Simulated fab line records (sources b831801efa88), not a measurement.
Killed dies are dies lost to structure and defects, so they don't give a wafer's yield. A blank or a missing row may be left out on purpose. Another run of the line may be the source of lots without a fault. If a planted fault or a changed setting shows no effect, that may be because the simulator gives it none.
Which of the tools did it? | flow sky130 | 42 wafers from 14 lots sampled at 2 of the route's 708 steps

== WHAT THE GAUGES SHOWED, per wafer ==
Not one reading of a measure or inspect step in the record can be checked against a usual standard deviation.

== WHAT TOOL EACH LOT RAN ON (gives the tool, then ch and the chambers of the sampled wafers, and finally the start) ==
lot  | SKY_VIA4_HDPCVD_00               | SKY_PAD_OPEN_PROBE_99
L607 | hdpcvd-01 ch 0,2, day 42 02:14   | prober-02, day 46 01:26
L608 | hdpcvd-02 ch 0,1,2, day 42 15:22 | prober-01, day 46 13:24
L609 | hdpcvd-01 ch 0,1,2, day 42 16:08 | prober-02, day 46 13:43
L611 | hdpcvd-02 ch 0,1,2, day 43 00:58 | prober-02, day 46 22:01
L612 | hdpcvd-02 ch 0,1,2, day 43 05:12 | prober-01, day 47 00:29
L616 | hdpcvd-01 ch 0,1, day 44 12:47   | prober-01, day 48 03:30
L623 | hdpcvd-01 ch 0,2, day 46 08:19   | prober-02, day 49 15:59
L624 | hdpcvd-01 ch 0,1,2, day 46 15:03 | prober-01, day 49 22:24
L625 | hdpcvd-01 ch 0,1,2, day 46 22:56 | prober-02, day 50 06:04
L626 | hdpcvd-02 ch 0,1,2, day 46 23:28 | prober-01, day 50 07:31
L627 | hdpcvd-01 ch 0,2, day 47 01:58   | prober-02, day 50 09:04
L628 | hdpcvd-02 ch 0,1,2, day 47 09:01 | prober-01, day 50 12:20
L629 | hdpcvd-01 ch 0,1,2, day 47 19:25 | prober-02, day 50 22:19
L630 | hdpcvd-02 ch 0,1,2, day 47 20:23 | prober-01, day 50 23:40
- SKY_VIA4_HDPCVD_00: deposits SiO2, target thk 1750 nm, time 291.7 s.
- SKY_PAD_OPEN_PROBE_99

== AS READ BY THE TOOLS THEMSELVES (means over the sampled wafers that have a number; for cases with no such wafer, the mark the record gives instead) ==
SKY_VIA4_HDPCVD_00. Usual: susceptor_temp_C 399.99 C, standard deviation 0.2.
lot  | tool      | susceptor_temp_C (C) | flag
L607 | hdpcvd-01 | 400.21               |
L608 | hdpcvd-02 | 399.88               |
L609 | hdpcvd-01 | 400.04               |
L611 | hdpcvd-02 | 400.02               |
L612 | hdpcvd-02 | 399.94               |
L616 | hdpcvd-01 | 399.92               |
L623 | hdpcvd-01 | 400.12               |
L624 | hdpcvd-01 | 399.97               |
L625 | hdpcvd-01 | 400.02               |
L626 | hdpcvd-02 | 400.11               |
L627 | hdpcvd-01 | 399.98               |
L628 | hdpcvd-02 | 399.87               |
L629 | hdpcvd-01 | 399.98               |
L630 | hdpcvd-02 | 399.97               |

SKY_PAD_OPEN_PROBE_99. Usual: defect_limited_yield 82.6 %, standard deviation 1.8; killed_at_M0_to_M3 43, standard deviation 6.6; killed_at_M4_up 3.4, standard deviation 1.8; killed_at_contacts 24, standard deviation 4.9; killed_at_front_end 15, standard deviation 4.1; killed_at_other 0.3, standard deviation 0.55; killed_dies 85, standard deviation 8.8; killed_open 46, standard deviation 6.1; killed_short 39, standard deviation 5.7; sort_bin_3_pad_short 0.9 %, standard deviation 0.41; sort_bin_5_function 10.1 %, standard deviation 1.5; sort_bin_6_memory 6.4 %, standard deviation 1; sort_n_pass 407, standard deviation 8.8; sort_yield_pct 82.6 %, standard deviation 1.8.
lot  | tool      | defect_limited_yield (%) | killed_at_M0_to_M3 | killed_at_M4_up | killed_at_contacts | killed_at_front_end | killed_at_other | killed_dies | killed_open | killed_short | sort_bin_3_pad_short (%) | sort_bin_5_function (%) | sort_bin_6_memory (%) | sort_n_pass | sort_yield_pct (%) | flag
L607 | prober-02 | 80.6                     | 53                 | 2.7             | 21                 | 19                  | 0.7             | 95          | 57          | 39           | 1.1                      | 11.3                    | 7.0                   | 397         | 80.6               |
L608 | prober-01 | 85.1                     | 32                 | 4.7             | 22                 | 15                  | 0.7             | 73          | 39          | 34           | 1.1                      | 7.8                     | 6.0                   | 419         | 85.1               |
L609 | prober-02 | 81.3                     | 43                 | 5.0             | 26                 | 17                  | 0.3             | 92          | 47          | 45           | 1.0                      | 10.6                    | 7.1                   | 400         | 81.3               |
L611 | prober-02 | 77.2                     | 35                 | 37.3            | 27                 | 12                  | 0.7             | 112         | 43          | 35           | 2.1                      | 13.5                    | 7.1                   | 380         | 77.2               | OFF
L612 | prober-01 | 77.6                     | 40                 | 33.0            | 23                 | 14                  | 0.7             | 110         | 45          | 33           | 3.0                      | 13.3                    | 6.1                   | 382         | 77.6               | OFF
L616 | prober-01 | 81.6                     | 43                 | 4.0             | 27                 | 17                  | 0.0             | 90          | 48          | 43           | 0.7                      | 10.7                    | 7.0                   | 402         | 81.6               |
L623 | prober-02 | 83.2                     | 40                 | 4.3             | 21                 | 17                  | 0.0             | 82          | 44          | 38           | 0.7                      | 10.4                    | 5.6                   | 410         | 83.2               |
L624 | prober-01 | 83.2                     | 36                 | 3.7             | 25                 | 18                  | 0.0             | 82          | 47          | 35           | 1.0                      | 9.6                     | 6.2                   | 410         | 83.2               |
L625 | prober-02 | 81.0                     | 44                 | 6.0             | 25                 | 18                  | 0.3             | 93          | 47          | 46           | 0.9                      | 11.3                    | 6.8                   | 399         | 81.0               |
L626 | prober-01 | 83.7                     | 46                 | 3.0             | 19                 | 12                  | 0.3             | 80          | 39          | 41           | 0.9                      | 9.9                     | 5.6                   | 412         | 83.7               |
L627 | prober-02 | 84.1                     | 39                 | 1.7             | 22                 | 15                  | 0.3             | 78          | 47          | 31           | 0.6                      | 9.5                     | 5.8                   | 414         | 84.1               |
L628 | prober-01 | 84.6                     | 39                 | 3.3             | 20                 | 13                  | 0.0             | 76          | 44          | 32           | 0.5                      | 10.1                    | 4.8                   | 416         | 84.6               |
L629 | prober-02 | 81.1                     | 48                 | 3.7             | 24                 | 16                  | 0.3             | 93          | 48          | 44           | 1.1                      | 11.3                    | 6.5                   | 399         | 81.1               |
L630 | prober-01 | 82.8                     | 42                 | 3.0             | 26                 | 13                  | 0.3             | 85          | 48          | 36           | 1.1                      | 10.3                    | 5.8                   | 407         | 82.8               |

== THE ANSWER, worked out from the rows above alone ==
Rule: a lot is off if the mean of its wafers that have a number lies more than 3 standard deviations from the usual mean. A lot without any number at a reading at which 4 lots or more have one is off too. Any other lot the step has rows for is counted as sound. First the gauges in route order, then the tools' own readings, where a lot's mean is used as printed above. At the first step where some lot is off, the reading lying furthest off is the one used; lots without a number count as furthest.
Off: L611, L612, at SKY_PAD_OPEN_PROBE_99 (killed_at_M4_up).
If a tool, at that step or one of the process steps before it, ran each lot that is off and ran no sound lot following the first of them, it fits. None of those tried fits.

== WHAT WAS PUT IN BY THE SIMULATOR ==
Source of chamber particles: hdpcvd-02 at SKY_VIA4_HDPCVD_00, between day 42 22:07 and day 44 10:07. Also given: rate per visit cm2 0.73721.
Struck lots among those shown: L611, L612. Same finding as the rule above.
